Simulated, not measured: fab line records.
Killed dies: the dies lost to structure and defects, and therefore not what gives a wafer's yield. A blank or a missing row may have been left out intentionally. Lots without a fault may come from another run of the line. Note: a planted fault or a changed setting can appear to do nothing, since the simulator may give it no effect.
fab line records | flow gf180mcu
record: lots: 5 wafers: 15 lastDay: 31
route steps=602 shown CONTACT@290 M1@315
lots that met no fault: from a run of the same line without faults
startH: the number of hours between the record's first day and the start of the first shown wafer of the lot | waitH: how many hours have passed since the lot's step before this one | " repeats the value in the row above | L1.1+2: a row that stands for several wafers | - value missing, or start not given | * or withheld: withheld | < > ~ a bound
route shown NAME@n: NAME is a module with steps in the file, n the number in the route of the first one | usual: mean/standard deviation of fault-free wafers | same: alike in all rows | chamber/n: place in a boat | sites: each site's reading | _std_site: how widely they spread, as a standard deviation | _edge_site: inner sites' mean taken away from outer sites' mean | radiusMm: for every site, how far away it sits from the centre of the wafer | mask NAME#n: copy n | behind: the most recent tool/chamber to have shaped the wafer | hold: why the lot went on hold/how many hours it stayed there/how the hold came to an end | device: which transistor (n, p or np) failed to switch | end of line: the same wafers' tests at the end of the route | a step with no rows: only its recipe | killed: not the wafer's yield, but the dies lost to structure and defects at the first sort | map: a wafer's dies, x killed, . not, _ none there
set.NAME: the run value of the setting; set.NAME@STEP: its run value at that earlier step | model.NAME: the simulator's own value behind a step, which no gauge read
lots at selected steps of the route; one table per step, one row per wafer
services: when a tool's chamber went out of use (startH, in hours from the record's first day, below 0 if earlier), for how many hours, and the reason
== steps ==
step: GF_CONTACT_THK_MEAS_03
recipe: reads: SiO2_of_CONTACT_CVD_02
usual: CONTACT_CVD_02_THK: 855/12
columns lot.wafer tool chamber startH waitH CONTACT_CVD_02_THK[nm]
L074.1 filmMetro-01 - 342.81 0.0 842
L074.2 " - " " 860
L074.6 " - " " 870
L077.2 filmMetro-01 - 372.75 0.0 850
L077.4 " - " " 857
L077.6 " - " " 856
L078.1 filmMetro-03 - 381.12 0.0 855
L078.4 " - " " 862
L078.6 " - " " 881
L080.3 filmMetro-03 - 395.32 0.1 858
L080.5 " - " " 867
L080.6 " - " " 868
L082.2 filmMetro-03 - 425.71 0.0 845
L082.3 " - " " 843
L082.5 " - " " 870
step: GF_CONTACT_CMP_04
recipe: material: SiO2 downForcePsi: 4 platenRpm: 60 padVelocityMS: 0.94248
usual: motorCurrentA: 11.8/1.2 retainingRingPressureFrac: 0.999/0.0052 timeToEndpointS: 112/6.5
columns lot.wafer tool chamber startH waitH motorCurrentA retainingRingPressureFrac timeToEndpointS
L074.1 cmp-01 1 342.92 0.1 11.5 1.002 109
L074.2 " 3 " " 12.6 1.004 112
L074.6 " 0 " " 10.4 1.003 116
L077.2 cmp-02 1 372.98 0.2 12.2 1.000 108
L077.4 " 3 " " 13.1 1.009 109
L077.6 " 1 " " 12.3 0.998 109
L078.1 cmp-01 0 381.18 0.1 10.5 1.000 110
L078.4 " 3 " " 12.8 1.005 114
L078.6 " 1 " " 11.1 0.999 130
L080.3 cmp-01 0 395.36 0.0 10.5 0.992 113
L080.5 " 0 " " 10.6 0.988 118
L080.6 " 1 " " 11.6 1.000 120
L082.2 cmp-01 2 425.81 0.1 10.2 0.997 107
L082.3 " 0 " " 10.5 0.998 109
L082.5 " 2 " " 10.6 0.999 118
step: GF_CONTACT_BOW_MEAS_05
recipe: mode: bow
usual: CONTACT_BOW: 65/6.3
columns lot.wafer tool chamber startH waitH CONTACT_BOW[um]
L074.1 filmMetro-03 - 343.17 0.2 65
L074.2 " - " " 65
L074.6 " - " " 73
L077.2 filmMetro-04 - 373.25 0.2 60
L077.4 " - " " 61
L077.6 " - " " 68
L078.1 filmMetro-03 - 381.48 0.2 66
L078.4 " - " " 61
L078.6 " - " " 73
L080.3 filmMetro-04 - 395.70 0.3 63
L080.5 " - " " 62
L080.6 " - " " 56
L082.2 filmMetro-01 - 426.08 0.2 60
L082.3 " - " " 60
L082.5 " - " " 69
step: GF_CONTACT_DEHYDRATE_06
recipe: tempC: 200 timeS: 60
columns lot.wafer tool chamber startH waitH
L074.1+2+6 lithoTrack-02 0 353.50 10.3
L077.2+4+6 lithoTrack-03 0 383.31 10.0
L078.1+4+6 lithoTrack-02 0 393.05 11.6
L080.3+5+6 lithoTrack-04 0 406.39 10.7
L082.2+3+5 lithoTrack-04 0 437.32 11.2
step: GF_CONTACT_HMDS_07
recipe: primeTimeS: 60 primeTempC: 120
columns lot.wafer tool chamber startH waitH
L074.1+2+6 lithoTrack-02 0 353.65 0.1
L077.2+4+6 lithoTrack-03 0 383.46 0.1
L078.1+4+6 lithoTrack-02 0 393.20 0.1
L080.3+5+6 lithoTrack-04 0 406.54 0.1
L082.2+3+5 lithoTrack-04 0 437.47 0.1
step: GF_CONTACT_COAT_08
recipe: resist: BARC tempC: withheld timeS: withheld spinRpm: withheld resistThkNm: withheld
columns lot.wafer tool chamber startH waitH
L074.1+2+6 lithoTrack-02 0 353.80 0.1
L077.2+4+6 lithoTrack-03 0 383.61 0.1
L078.1+4+6 lithoTrack-02 0 393.35 0.1
L080.3+5+6 lithoTrack-04 0 406.69 0.1
L082.2+3+5 lithoTrack-04 0 437.62 0.1
step: GF_CONTACT_COAT_09
recipe: resist: KrF spinRpm: withheld resistThkNm: 1000
columns lot.wafer tool chamber startH waitH
L074.1+2+6 lithoTrack-02 0 - -
L077.2+4+6 lithoTrack-03 0 - -
L078.1+4+6 lithoTrack-02 0 - -
L080.3+5+6 lithoTrack-04 0 - -
L082.2+3+5 lithoTrack-04 0 - -
step: GF_CONTACT_SOFTBAKE_10
recipe: tempC: 130 timeS: 60 resist: KrF
columns lot.wafer tool chamber startH waitH
L074.1+2+6 lithoTrack-02 0 - -
L077.2+4+6 lithoTrack-03 0 - -
L078.1+4+6 lithoTrack-02 0 - -
L080.3+5+6 lithoTrack-04 0 - -
L082.2+3+5 lithoTrack-04 0 - -
step: GF_CONTACT_EXPOSE_11
recipe: maskId: Contact targetCdNm: 220 na: 0.68 sourceShape: conventional sigmaOuter: 0.6 doseMj: 38
columns lot.wafer tool chamber startH waitH mask
L074.1+2+6 krfScanner-01 0 - - Contact#0
L077.2+4+6 krfScanner-02 0 - - Contact#0
L078.1+4+6 krfScanner-01 0 - - Contact#0
L080.3+5+6 krfScanner-02 0 - - Contact#0
L082.2+3+5 krfScanner-02 0 - - Contact#0
step: GF_CONTACT_PEB_12
recipe: pebTempC: 135 pebTimeS: 90 resist: KrF
columns lot.wafer tool chamber startH waitH
L074.1+2+6 lithoTrack-02 0 - -
L077.2+4+6 lithoTrack-02 0 - -
L078.1+4+6 lithoTrack-02 0 - -
L080.3+5+6 lithoTrack-04 0 - -
L082.2+3+5 lithoTrack-04 0 - -
step: GF_CONTACT_DEVELOP_13
recipe: developTimeS: 60 resist: KrF devTempC: 21
usual: developerTempC: 21.03/0.11
columns lot.wafer tool chamber startH waitH developerTempC
L074.1 lithoTrack-02 0 364.60 0.2 20.95
L074.2 " 0 " " 20.96
L074.6 " 0 " " 21.03
L077.2 lithoTrack-02 0 395.88 0.2 21.07
L077.4 " 0 " " 21.16
L077.6 " 0 " " 21.05
L078.1 lithoTrack-02 0 404.25 0.2 21.11
L078.4 " 0 " " 21.01
L078.6 " 0 " " 20.99
L080.3 lithoTrack-04 0 419.24 0.1 20.79
L080.5 " 0 " " 20.92
L080.6 " 0 " " 20.95
L082.2 lithoTrack-04 0 450.27 0.2 20.90
L082.3 " 0 " " 20.88
L082.5 " 0 " " 20.88
step: GF_CONTACT_CD_MEAS_14
recipe: targetCdNm: 220
usual: cdNm: 220.1/1.3
columns lot.wafer tool chamber startH waitH cdNm
L074.1 cdSem-02 - 364.75 0.1 219.5
L074.2 " - " " 220.2
L074.6 " - " " 218.8
L077.2 cdSem-01 - 396.02 0.1 219.7
L077.4 " - " " 220.3
L077.6 " - " " 218.2
L078.1 cdSem-02 - 404.40 0.1 219.2
L078.4 " - " " 218.9
L078.6 " - " " 218.9
L080.3 cdSem-01 - 419.38 0.1 221.0
L080.5 " - " " 221.3
L080.6 " - " " 221.8
L082.2 cdSem-02 - 450.41 0.1 219.7
L082.3 " - " " 220.0
L082.5 " - " " 219.4
step: GF_CONTACT_OVL_MEAS_15
usual: CONTACT_OVL: 2/5.7
columns lot.wafer tool chamber startH waitH CONTACT_OVL[nm]
L074.1 overlay-01 - 364.87 0.1 -1
L074.2 " - " " -6
L074.6 " - " " -3
L077.2 overlay-02 - 396.13 0.1 -3
L077.4 " - " " 0
L077.6 " - " " 7
L078.1 overlay-02 - 404.52 0.1 2
L078.4 " - " " 4
L078.6 " - " " 0
L080.3 overlay-01 - 419.47 0.1 3
L080.5 " - " " 5
L080.6 " - " " -1
L082.2 overlay-02 - 450.52 0.1 4
L082.3 " - " " 0
L082.5 " - " " 1
step: GF_CONTACT_ETCH_16
recipe: chemistry: N2/H2 targetDepthA: withheld overetchA: withheld timeS: withheld target: BARC ionEnergyEv: 200 sourceW: 500 biasW: 100 pressureMtorr: 30 n2FlowSccm: 100 h2FlowSccm: 200
usual: chamberPressureMTorr: 29.998/0.027 drypumpMotorCurrentA: 5.6/0.5 oesProductAu: 0.854/0.005 rfFwdPowerW: 495.4/1.7 throttleValvePct: 13.225/0.0089
columns lot.wafer tool chamber startH waitH chamberPressureMTorr drypumpMotorCurrentA oesProductAu rfFwdPowerW throttleValvePct
L074.1 rieDiel-02 0 364.91 0.0 29.952 4.9 0.850 498.3 13.225
L074.2 " 1 " " 30.017 5.4 0.850 496.8 13.209
L074.6 " 0 " " 29.968 4.9 0.852 497.3 13.225
L077.2 rieDiel-01 1 396.16 0.0 29.982 5.8 0.851 496.0 13.235
L077.4 " 2 " " 30.002 5.7 0.854 492.7 13.228
L077.6 " 0 " " 29.994 5.2 0.852 493.1 13.218
L078.1 rieDiel-03 1 404.56 0.0 30.049 6.1 0.851 495.9 13.222
L078.4 " 2 " " 29.978 5.9 0.861 494.2 13.228
L078.6 " 1 " " 29.976 6.1 0.858 495.4 13.218
L080.3 rieDiel-02 3 419.50 0.0 30.002 6.1 0.856 494.6 13.223
L080.5 " 1 " " 30.048 5.4 0.854 495.6 13.218
L080.6 " 2 " " 29.984 6.6 0.858 498.7 13.224
L082.2 rieDiel-03 2 450.55 0.0 30.021 5.8 0.858 495.9 13.232
L082.3 " 3 " " 29.981 5.0 0.854 496.4 13.217
L082.5 " 1 " " 29.960 6.1 0.851 496.2 13.224
step: GF_CONTACT_ETCH_17
recipe: chemistry: C4F8/O2/Ar maskMaterial: KrF target: SiO2 stopOn: CoSi2 sourceW: 1500 biasW: 1200 pressureMtorr: 40 c4f8FlowSccm: withheld O2_flow_sccm: 6 Ar_flow_sccm: 300 timeS: withheld targetDepthA: 8600
usual: chamberPressureMTorr: 40.00/0.038 oesProductAu: 0.816/0.005 rfFwdPowerW: 1496/4.6
columns lot.wafer tool chamber startH waitH chamberPressureMTorr oesProductAu rfFwdPowerW
L074.1 rieDiel-02 0 - - 40.00 0.816 1496
L074.2 " 1 " " 40.00 0.815 1496
L074.6 " 0 " " 40.02 0.825 1491
L077.2 rieDiel-01 1 - - 39.95 0.822 1498
L077.4 " 2 " " 39.98 0.818 1494
L077.6 " 0 " " 40.00 0.817 1495
L078.1 rieDiel-03 1 - - 40.05 0.809 1491
L078.4 " 2 " " 40.05 0.821 1497
L078.6 " 1 " " 40.01 0.818 1499
L080.3 rieDiel-02 3 - - 40.04 0.822 1492
L080.5 " 1 " " 40.04 0.810 1503
L080.6 " 2 " " 40.08 0.820 1509
L082.2 rieDiel-03 2 - - 40.04 0.815 1501
L082.3 " 3 " " 40.01 0.818 1497
L082.5 " 1 " " 40.06 0.810 1494
step: GF_CONTACT_STRIP_18
recipe: chemistry: O2/N2 powerW: 1400 pressureMtorr: 1500 platenTempC: 250 o2FlowSccm: 3000 n2FlowSccm: 300 overashFraction: 0.5
usual: chamberPressureMTorr: 1499.9/1.5 drypumpMotorCurrentA: 5.7/0.36 heaterPowerW: 317/31 oesProductAu: 0.580/0.0055
columns lot.wafer tool chamber startH waitH chamberPressureMTorr drypumpMotorCurrentA heaterPowerW oesProductAu rfHoursCounterH
L074.1 plasmaAsher-02 1 365.07 - 1499.0 5.7 335 0.579 69
L074.2 " 0 " " 1501.3 5.5 379 0.578 69
L074.6 " 0 " " 1499.0 5.5 366 0.585 -
L077.2 plasmaAsher-01 1 396.32 - 1501.7 5.4 315 0.584 65
L077.4 " 1 " " 1498.9 5.4 315 0.578 -
L077.6 " 1 " " 1499.4 5.3 306 0.585 -
L078.1 plasmaAsher-02 1 404.72 - 1498.1 5.7 349 0.574 73
L078.4 " 0 " " 1498.6 5.5 384 0.568 -
L078.6 " 0 " " 1501.0 5.5 365 0.576 -
L080.3 plasmaAsher-04 0 419.69 - 1500.1 6.5 271 0.579 -
L080.5 " 0 " " 1502.3 6.5 272 0.579 -
L080.6 " 1 " " 1497.9 5.7 315 0.575 -
L082.2 plasmaAsher-04 0 450.71 - 1500.0 6.4 272 0.581 34
L082.3 " 0 " " 1502.0 6.4 267 0.579 -
L082.5 " 1 " " 1500.6 5.7 323 0.581 -
step: GF_CONTACT_CLEAN_19
recipe: chemistry: SPM
columns lot.wafer tool chamber startH waitH
L074.1+2+6 wetBench-04 1 365.17 0.1
L077.2+4+6 wetBench-04 0 396.42 0.1
L078.1+4+6 wetBench-04 3 404.82 0.1
L080.3+5+6 wetBench-04 2 419.76 0.0
L082.2+3+5 wetBench-04 2 450.81 0.1
step: GF_CONTACT_CLEAN_20
recipe: chemistry: DIW
columns lot.wafer tool chamber startH waitH
L074.1+2+6 wetBench-01 2 365.26 0.0
L077.2+4+6 wetBench-01 0 396.51 0.0
L078.1+4+6 wetBench-03 3 404.91 0.0
L080.3+5+6 wetBench-03 0 419.85 0.0
L082.2+3+5 wetBench-01 3 450.91 0.0
step: GF_CONTACT_CLEAN_21
recipe: chemistry: dHF timeS: 20 dilution: 100:1 dry: ipaMarangoni
columns lot.wafer tool chamber startH waitH
L074.1+2+6 wetBench-04 3 365.36 0.0
L077.2+4+6 wetBench-03 3 396.60 0.0
L078.1+4+6 wetBench-04 3 405.00 0.0
L080.3+5+6 wetBench-01 3 419.94 0.0
L082.2+3+5 wetBench-04 2 451.00 0.0
step: GF_CONTACT_SPUTTER_22
recipe: material: Ti targetThkNm: 15 chamberPressurePa: 5 powerW: 2500 substrateTempC: 200 timeS: 80.02
usual: throttleValvePct: 30.1/0.91
columns lot.wafer tool chamber startH waitH throttleValvePct
L074.1 pvdSputter-01 - 365.37 0.0 29.7
L074.2 " - " " 30.1
L074.6 " - " " 30.3
L077.2 pvdSputter-03 - 396.62 0.0 30.2
L077.4 " - " " 30.8
L077.6 " - " " 29.9
L078.1 pvdSputter-03 - 405.02 0.0 31.0
L078.4 " - " " 28.8
L078.6 " - " " 30.5
L080.3 pvdSputter-03 - 419.96 0.0 31.2
L080.5 " - " " 31.0
L080.6 " - " " 28.5
L082.2 pvdSputter-03 - 451.02 0.0 30.7
L082.3 " - " " 30.0
L082.5 " - " " 31.2
step: GF_CONTACT_SPUTTER_23
recipe: material: TiN targetThkNm: 10 chamberPressurePa: 5 powerW: 4000 timeS: 40
usual: throttleValvePct: 30.1/0.9
columns lot.wafer tool chamber startH waitH throttleValvePct
L074.1 pvdSputter-01 - 365.43 0.0 29.8
L074.2 " - " " 30.1
L074.6 " - " " 30.0
L077.2 pvdSputter-03 - 396.68 0.0 30.1
L077.4 " - " " 30.6
L077.6 " - " " 30.2
L078.1 pvdSputter-03 - 405.08 0.0 31.0
L078.4 " - " " 28.6
L078.6 " - " " 30.4
L080.3 pvdSputter-03 - 420.02 0.0 31.1
L080.5 " - " " 30.6
L080.6 " - " " 28.7
L082.2 pvdSputter-03 - 451.08 0.0 31.0
L082.3 " - " " 29.9
L082.5 " - " " 31.0
step: GF_CONTACT_CVD_24
recipe: material: W targetThkNm: 300 timeS: 90.339 tempC: 400 pressureTorr: 40
usual: heaterPowerW: 788/43 susceptorTempC: 400.01/0.23
columns lot.wafer tool chamber startH waitH heaterPowerW susceptorTempC
L074.1 cvdW-01 1 365.47 0.0 852 400.09
L074.2 " 0 " " 837 400.10
L074.6 " 0 " " 846 399.67
L077.2 cvdW-02 0 396.72 0.0 756 399.94
L077.4 " 1 " " 832 399.76
L077.6 " 0 " " 750 399.74
L078.1 cvdW-01 1 405.12 0.0 808 399.94
L078.4 " 0 " " 733 399.84
L078.6 " 0 " " 729 400.39
L080.3 cvdW-01 1 420.09 0.1 807 400.40
L080.5 " 1 " " 811 400.80
L080.6 " 0 " " 719 399.67
L082.2 cvdW-01 0 451.12 0.0 718 400.01
L082.3 " 1 " " 806 400.35
L082.5 " 1 " " 831 399.86
step: GF_CONTACT_RS_MEAS_25
recipe: thkMeasGauge: four-point-probe reads: W_of_CONTACT_CVD_24+TiN_of_CONTACT_SPUTTER_23+Ti_of_CONTACT_SPUTTER_22
usual: CONTACT_W_RS: 0.384/0.005
columns lot.wafer tool chamber startH waitH CONTACT_W_RS[ohm/sq]
L074.1 filmMetro-01 - 365.57 0.1 0.391
L074.2 " - " " 0.382
L074.6 " - " " 0.380
L077.2 filmMetro-01 - 396.84 0.1 0.381
L077.4 " - " " 0.381
L077.6 " - " " 0.382
L078.1 filmMetro-03 - 405.22 0.1 0.384
L078.4 " - " " 0.379
L078.6 " - " " 0.382
L080.3 filmMetro-04 - 420.20 0.1 0.382
L080.5 " - " " 0.381
L080.6 " - " " 0.374
L082.2 filmMetro-04 - 451.24 0.1 0.379
L082.3 " - " " 0.382
L082.5 " - " " 0.382
step: GF_CONTACT_THK_MEAS_26
recipe: thkMeasGauge: xrf reads: W_of_CONTACT_CVD_24
usual: CONTACT_W_THK: 292/4.8
columns lot.wafer tool chamber startH waitH CONTACT_W_THK[nm]
L074.1 filmMetro-01 - 365.69 0.1 290
L074.2 " - " " 296
L074.6 " - " " 297
L077.2 filmMetro-01 - 396.95 0.1 292
L077.4 " - " " 291
L077.6 " - " " 289
L078.1 filmMetro-03 - 405.34 0.1 291
L078.4 " - " " 295
L078.6 " - " " 292
L080.3 filmMetro-04 - 420.30 0.1 297
L080.5 " - " " 296
L080.6 " - " " 302
L082.2 filmMetro-04 - 451.35 0.1 298
L082.3 " - " " 296
L082.5 " - " " 297
step: GF_CONTACT_CMP_27
recipe: stopOn: SiO2 downForcePsi: 3.5 platenRpm: 60 tOverpolishS: 15 targetThkNm: 0 padVelocityMS: 0.94248
usual: motorCurrentA: 11.3/1.1 overpolishRunS: 15.001/0.01 retainingRingPressureFrac: 1.000/0.0057 timeToEndpointS: 73/3.3
columns lot.wafer tool chamber startH waitH motorCurrentA overpolishRunS retainingRingPressureFrac timeToEndpointS
L074.1 cmp-01 0 365.75 0.1 9.7 15.003 1.002 74
L074.2 " 3 " " 11.5 14.985 0.998 74
L074.6 " 0 " " 9.2 15.000 1.007 75
L077.2 cmp-02 1 397.10 0.1 11.0 15.007 1.009 71
L077.4 " 2 " " 12.9 15.007 0.998 75
L077.6 " 3 " " 12.0 15.000 1.003 72
L078.1 cmp-01 2 405.40 0.1 9.9 15.015 0.999 72
L078.4 " 1 " " 10.4 14.985 0.998 80
L078.6 " 2 " " 9.1 14.996 1.010 72
L080.3 cmp-02 1 420.39 0.1 11.0 14.995 0.995 73
L080.6 " 0 " " 10.9 14.996 0.997 74
L080.5 " 1 " " 10.6 15.016 0.999 74
L082.3 cmp-01 3 451.40 0.0 11.7 14.988 0.996 73
L082.2 " 1 " " 11.1 15.003 1.004 77
L082.5 " 0 " " 9.2 15.006 1.006 73
step: GF_M1_SPUTTER_00
recipe: material: Ti targetThkNm: 37.5 arrivingIonEnergyEv: 80 substrateTempC: 200 chamberPressurePa: 2 powerW: 4000 timeS: 150
usual: throttleValvePct: 29.8/1.3
columns lot.wafer tool chamber startH waitH throttleValvePct
L074.1 pvdSputter-02 - 366.05 0.2 30.6
L074.2 " - " " 30.7
L074.6 " - " " 30.6
L077.2 pvdSputter-04 - 397.30 0.1 27.9
L077.4 " - " " 29.0
L077.6 " - " " 27.8
L078.1 pvdSputter-02 - 405.70 0.2 30.3
L078.4 " - " " 29.8
L078.6 " - " " 31.1
L080.3 pvdSputter-04 - 420.64 0.2 27.5
L080.5 " - " " 27.6
L080.6 " - " " 31.7
L082.2 pvdSputter-01 - 451.70 0.1 31.7
L082.3 " - " " 30.1
L082.5 " - " " 30.2
step: GF_M1_SPUTTER_01
recipe: material: TiN targetThkNm: 30 powerW: 6500 timeS: 25 chamberPressurePa: 0.4
usual: throttleValvePct: 29.8/1.2
columns lot.wafer tool chamber startH waitH throttleValvePct
L074.1 pvdSputter-02 - 366.15 0.1 30.1
L074.2 " - " " 31.2
L074.6 " - " " 31.0
L077.2 pvdSputter-04 - 397.40 0.1 27.6
L077.4 " - " " 29.1
L077.6 " - " " 27.6
L078.1 pvdSputter-02 - 405.80 0.1 30.3
L078.4 " - " " 29.7
L078.6 " - " " 30.9
L080.3 pvdSputter-04 - 420.74 0.1 27.7
L080.5 " - " " 27.8
L080.6 " - " " 31.5
L082.2 pvdSputter-01 - 451.80 0.1 31.7
L082.3 " - " " 29.9
L082.5 " - " " 30.3
step: GF_M1_SPUTTER_02
recipe: material: AlCu targetThkNm: 450 powerW: 10600 timeS: 23.9 chamberPressurePa: 0.4
usual: throttleValvePct: 29.8/1.2
columns lot.wafer tool chamber startH waitH throttleValvePct
L074.1 pvdSputter-02 - 366.18 0.0 30.5
L074.2 " - " " 30.9
L074.6 " - " " 30.7
L077.2 pvdSputter-04 - 397.43 0.0 27.6
L077.4 " - " " 28.7
L077.6 " - " " 27.4
L078.1 pvdSputter-02 - 405.83 0.0 30.4
L078.4 " - " " 29.6
L078.6 " - " " 30.4
L080.3 pvdSputter-04 - 420.77 0.0 27.8
L080.5 " - " " 27.7
L080.6 " - " " 31.8
L082.2 pvdSputter-01 - 451.83 0.0 31.7
L082.3 " - " " 30.1
L082.5 " - " " 30.0
step: GF_M1_SPUTTER_03
recipe: material: Ti targetThkNm: 10 substrateTempC: 300 chamberPressurePa: 0.3 powerW: 3000 timeS: 6.7
usual: throttleValvePct: 29.8/1.3
columns lot.wafer tool chamber startH waitH throttleValvePct
L074.1 pvdSputter-02 - 366.21 0.0 30.4
L074.2 " - " " 30.9
L074.6 " - " " 30.9
L077.2 pvdSputter-04 - 397.46 0.0 28.0
L077.4 " - " " 28.9
L077.6 " - " " 27.8
L078.1 pvdSputter-02 - 405.86 0.0 30.3
L078.4 " - " " 29.9
L078.6 " - " " 30.8
L080.3 pvdSputter-04 - 420.80 0.0 27.5
L080.5 " - " " 27.8
L080.6 " - " " 31.7
L082.2 pvdSputter-01 - 451.86 0.0 31.8
L082.3 " - " " 29.9
L082.5 " - " " 30.5
step: GF_M1_SPUTTER_04
recipe: material: TiN targetThkNm: 50 powerW: 6500 timeS: 41.7 chamberPressurePa: 0.4
usual: throttleValvePct: 29.8/1.3
columns lot.wafer tool chamber startH waitH throttleValvePct
L074.1 pvdSputter-02 - 366.23 0.0 30.4
L074.2 " - " " 31.1
L074.6 " - " " 31.1
L077.2 pvdSputter-04 - 397.48 0.0 27.8
L077.4 " - " " 28.8
L077.6 " - " " 27.7
L078.1 pvdSputter-02 - 405.88 0.0 30.5
L078.4 " - " " 29.7
L078.6 " - " " 30.6
L080.3 pvdSputter-04 - 420.82 0.0 27.7
L080.5 " - " " 27.6
L080.6 " - " " 31.9
L082.2 pvdSputter-01 - 451.88 0.0 31.5
L082.3 " - " " 29.6
L082.5 " - " " 30.3
step: GF_M1_RS_MEAS_05
recipe: thkMeasGauge: four-point-probe reads: TiN_of_M1_SPUTTER_04+Ti_of_M1_SPUTTER_03+AlCu_of_M1_SPUTTER_02+TiN_of_M1_SPUTTER_01+Ti_of_M1_SPUTTER_00
usual: M1_ALCU_RS: 0.0697/0.00082
columns lot.wafer tool chamber startH waitH M1_ALCU_RS[ohm/sq]
L074.1 filmMetro-02 - 366.27 0.0 0.0693
L074.2 " - " " 0.0689
L074.6 " - " " 0.0692
L077.2 filmMetro-02 - 397.54 0.0 0.0703
L077.4 " - " " 0.0705
L077.6 " - " " 0.0704
L078.1 filmMetro-02 - 405.92 0.0 0.0687
L078.4 " - " " 0.0679
L078.6 " - " " 0.0686
L080.3 filmMetro-02 - 420.90 0.1 0.0705
L080.5 " - " " 0.0706
L080.6 " - " " 0.0694
L082.2 filmMetro-01 - 451.94 0.0 0.0703
L082.3 " - " " 0.0698
L082.5 " - " " 0.0694
step: GF_M1_THK_MEAS_06
recipe: thkMeasGauge: xrf reads: AlCu_of_M1_SPUTTER_02
usual: M1_ALCU_THK: 456/5.8
columns lot.wafer tool chamber startH waitH M1_ALCU_THK[nm]
L074.1 filmMetro-02 - 366.39 0.1 461
L074.2 " - " " 462
L074.6 " - " " 463
L077.2 filmMetro-02 - 397.65 0.1 451
L077.4 " - " " 454
L077.6 " - " " 451
L078.1 filmMetro-02 - 406.04 0.1 464
L078.4 " - " " 470
L078.6 " - " " 463
L080.3 filmMetro-02 - 421.00 0.1 452
L080.5 " - " " 452
L080.6 " - " " 458
L082.2 filmMetro-01 - 452.05 0.1 446
L082.3 " - " " 454
L082.5 " - " " 455
step: GF_M1_DEHYDRATE_07
recipe: tempC: 200 timeS: 60
columns lot.wafer tool chamber startH waitH
L074.1+2+6 lithoTrack-04 0 376.84 10.4
L077.2+4+6 lithoTrack-04 0 407.87 10.2
L078.1+4+6 lithoTrack-03 0 417.23 11.2
L080.3+5+6 lithoTrack-03 0 431.53 10.5
L082.2+3+5 lithoTrack-03 0 463.71 11.6
step: GF_M1_HMDS_08
recipe: primeTimeS: 60 primeTempC: 120
columns lot.wafer tool chamber startH waitH
L074.1+2+6 lithoTrack-04 0 376.99 0.1
L077.2+4+6 lithoTrack-04 0 408.02 0.1
L078.1+4+6 lithoTrack-03 0 417.38 0.1
L080.3+5+6 lithoTrack-03 0 431.68 0.1
L082.2+3+5 lithoTrack-03 0 463.86 0.1
step: GF_M1_COAT_09
recipe: resist: KrF spinRpm: withheld resistThkNm: 1000
columns lot.wafer tool chamber startH waitH
L074.1+2+6 lithoTrack-04 0 377.14 0.1
L077.2+4+6 lithoTrack-04 0 408.17 0.1
L078.1+4+6 lithoTrack-03 0 417.53 0.1
L080.3+5+6 lithoTrack-03 0 431.83 0.1
L082.2+3+5 lithoTrack-03 0 464.01 0.1
step: GF_M1_SOFTBAKE_10
recipe: tempC: 130 timeS: 60 resist: KrF
columns lot.wafer tool chamber startH waitH
L074.1+2+6 lithoTrack-04 0 377.29 0.1
L077.2+4+6 lithoTrack-04 0 408.32 0.1
L078.1+4+6 lithoTrack-03 0 417.68 0.1
L080.3+5+6 lithoTrack-03 0 431.98 0.1
L082.2+3+5 lithoTrack-03 0 464.16 0.1
step: GF_M1_EXPOSE_11
recipe: maskId: Metal1 targetCdNm: 230 na: 0.68 sourceShape: conventional sigmaOuter: 0.6 doseMj: 28
columns lot.wafer tool chamber startH waitH mask
L074.1+2+6 krfScanner-01 0 - - Metal1#0
L077.2+4+6 krfScanner-01 0 - - Metal1#0
L078.1+4+6 krfScanner-01 0 - - Metal1#0
L080.3+5+6 krfScanner-01 0 - - Metal1#0
L082.2+3+5 krfScanner-02 0 - - Metal1#0
== services ==
columns tool chamber startH hours kind
cmp-01 - 329.12 0.6 repair
cmp-02 - 340.37 2.0 repair
pvdSputter-02 - 346.35 9.2 repair
cmp-02 - 346.85 0.2 repair
rieDiel-02 1 351.21 10.5 repair
krfScanner-02 - 351.58 0.3 repair
krfScanner-02 - 354.91 0.7 repair
rieDiel-03 0 366.72 6.1 repair
cmp-02 - 384.17 0.2 repair
cvdW-01 - 386.50 2.8 pm
cvdW-01 - 390.00 14.0 pm
cvdW-01 1 391.44 2.6 repair
pvdSputter-03 - 401.13 2.6 repair
wetBench-04 - 401.95 1.8 repair
krfScanner-01 - 420.45 0.8 pm
cmp-01 - 431.62 1.0 repair
krfScanner-02 - 433.32 1.0 pm
krfScanner-01 - 436.28 1.3 pm
krfScanner-02 - 446.32 1.3 pm
cmp-01 - 448.92 0.7 repair
cmp-01 - 451.94 0.4 repair
krfScanner-02 - 455.96 0.8 pm
rieDiel-03 - 457.45 0.4 repair
cmp-01 - 462.48 7.2 pm
== key ==
fault none
